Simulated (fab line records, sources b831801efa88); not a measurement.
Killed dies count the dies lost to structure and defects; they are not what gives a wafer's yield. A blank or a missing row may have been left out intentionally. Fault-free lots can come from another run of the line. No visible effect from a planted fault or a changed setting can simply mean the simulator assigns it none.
Comparing a struck lot with a sound one -- flow sky130 -- 29 steps out of a route of 708
Sound: these wafers, L439.2, L439.3, L439.4. Wafers struck: L446.2, L446.4, L446.5. Last of all comes the cause.
At each step with rows: each side's tool, then ch and its chambers, then its first start. Under that, the readings that differ: sound wafers -- struck wafers -- difference of the means -- sigmas: that difference in standard deviations of wafers without a fault.
alike: a reading whose means differ by less than 2 such deviations, as well as words and numbers matching on both sides. not compared: withheld readings; readings where some wafer has no value; bounds like >300 that might hide an equal value; numbers whose values overlap and for which the record gives no deviation.
Wherever a step has rows on one side only, a row that says differs or no value, or a row with sigmas, the two part there. Non-overlapping numbers with no deviation appear without sigmas and do not part them. A reading that every wafer of one side lacks parts them only if that side has two wafers or more.

first, 1 step without rows for these wafers: SKY_LDD_HVN_IMPLANT_08.
SKY_LDD_HVN_STRIP_09: strips in O2/N2.
  sound on plasmaAsher-03 ch 0,1, day 21 08:53; struck on plasmaAsher-04 ch 1, day 24 10:50
  alike: chamberPressureMTorr, drypumpMotorCurrentA, o2FlowSccm, oesProductAu, stripTimeToEndpointS
  not compared: rfHoursCounterH
SKY_LDD_HVN_TW_MEAS_10:
  sound: filmMetro-03 at day 21 08:59; struck: filmMetro-01 at day 24 10:56
  alike: LDD_HVN_TW
then, 7 steps without rows for these wafers: SKY_LDD_HVP_DEHYDRATE_00 (time 60 s); SKY_LDD_HVP_HMDS_01 (prime time 60 s); SKY_LDD_HVP_COAT_02 (resist thk 300 nm); SKY_LDD_HVP_SOFTBAKE_03 (time 60 s); SKY_LDD_HVP_EXPOSE_04 (exposes mask HVPTM, target cd 700 nm); SKY_LDD_HVP_PEB_05; SKY_LDD_HVP_DEVELOP_06 (develop time 60 s).
SKY_LDD_HVP_OVL_MEAS_07:
  sound: overlay-01 at day 22 15:29; struck: overlay-02 at day 25 16:05
  alike: LDD_HVP_OVL
next, for these wafers, 1 step has no rows: SKY_LDD_HVP_IMPLANT_08.
SKY_LDD_HVP_STRIP_09: strips in O2/N2.
  sound on plasmaAsher-04 ch 0,1, day 22 15:40; struck on plasmaAsher-04 ch 0,1, day 25 16:16
  no value came back on the struck wafers for any of 5 readings (chamberPressureMTorr (mTorr), drypumpMotorCurrentA (A) and others); on the sound wafers chamberPressureMTorr (mTorr) reads 1499.1 1501.7 1499.8
reading,sound,struck,difference,sigmas
model.NOVOLAK_of_LDD_HVP_COAT_02.thkNm (nm),0 0 0,300.1 301.2 300.9,+300.7,
  not compared: rfHoursCounterH
SKY_LDD_HVP_TW_MEAS_10:
  sound: filmMetro-04 at day 22 15:47; struck: filmMetro-02 at day 25 16:23
  alike: LDD_HVP_TW
then, 7 steps without rows for these wafers: SKY_LDD_LDN_DEHYDRATE_00 (time 60 s); SKY_LDD_LDN_HMDS_01 (prime time 60 s); SKY_LDD_LDN_COAT_02 (resist thk 1140 nm); SKY_LDD_LDN_SOFTBAKE_03 (time 60 s); SKY_LDD_LDN_EXPOSE_04 (exposes mask LDNTM, target cd 700 nm); SKY_LDD_LDN_PEB_05; SKY_LDD_LDN_DEVELOP_06 (develop time 60 s).
SKY_LDD_LDN_OVL_MEAS_07:
  sound: overlay-02 at day 23 21:41; struck: overlay-01 at day 26 20:48
  alike: LDD_LDN_OVL
then, 4 steps without rows for these wafers: SKY_LDD_LDN_IMPLANT_08; SKY_LDD_LDN_IMPLANT_09; SKY_LDD_LDN_IMPLANT_10; SKY_LDD_LDN_IMPLANT_11.
SKY_LDD_LDN_STRIP_12: strips in O2/N2.
  sound on plasmaAsher-01 ch 0,1, day 23 22:19; struck on plasmaAsher-01 ch 1, day 26 21:26
reading,sound,struck,difference,sigmas
stripTimeToEndpointS (s),14.23 14.21 14.21,18.73 18.76 18.73,+4.52,+99 or more
  alike: chamberPressureMTorr, drypumpMotorCurrentA, o2FlowSccm, oesProductAu
  not compared: rfHoursCounterH
SKY_LDD_LDN_TW_MEAS_13:
  sound: filmMetro-01 at day 23 22:25; struck: filmMetro-02 at day 26 21:32
reading,sound,struck,difference,sigmas
LDD_LDN_TW,1467 1473 1465,30 30 30,-1438,-99 or more
then, 1 step without rows for these wafers: SKY_LDD_LDN_CLEAN_14 (cleans in SC1/SC2, time 150 s).

== WHERE THEY PART ==
At SKY_LDD_HVP_STRIP_09 first; at SKY_LDD_LDN_TW_MEAS_13 last (within this record only).

WHY: whatever the simulator had introduced
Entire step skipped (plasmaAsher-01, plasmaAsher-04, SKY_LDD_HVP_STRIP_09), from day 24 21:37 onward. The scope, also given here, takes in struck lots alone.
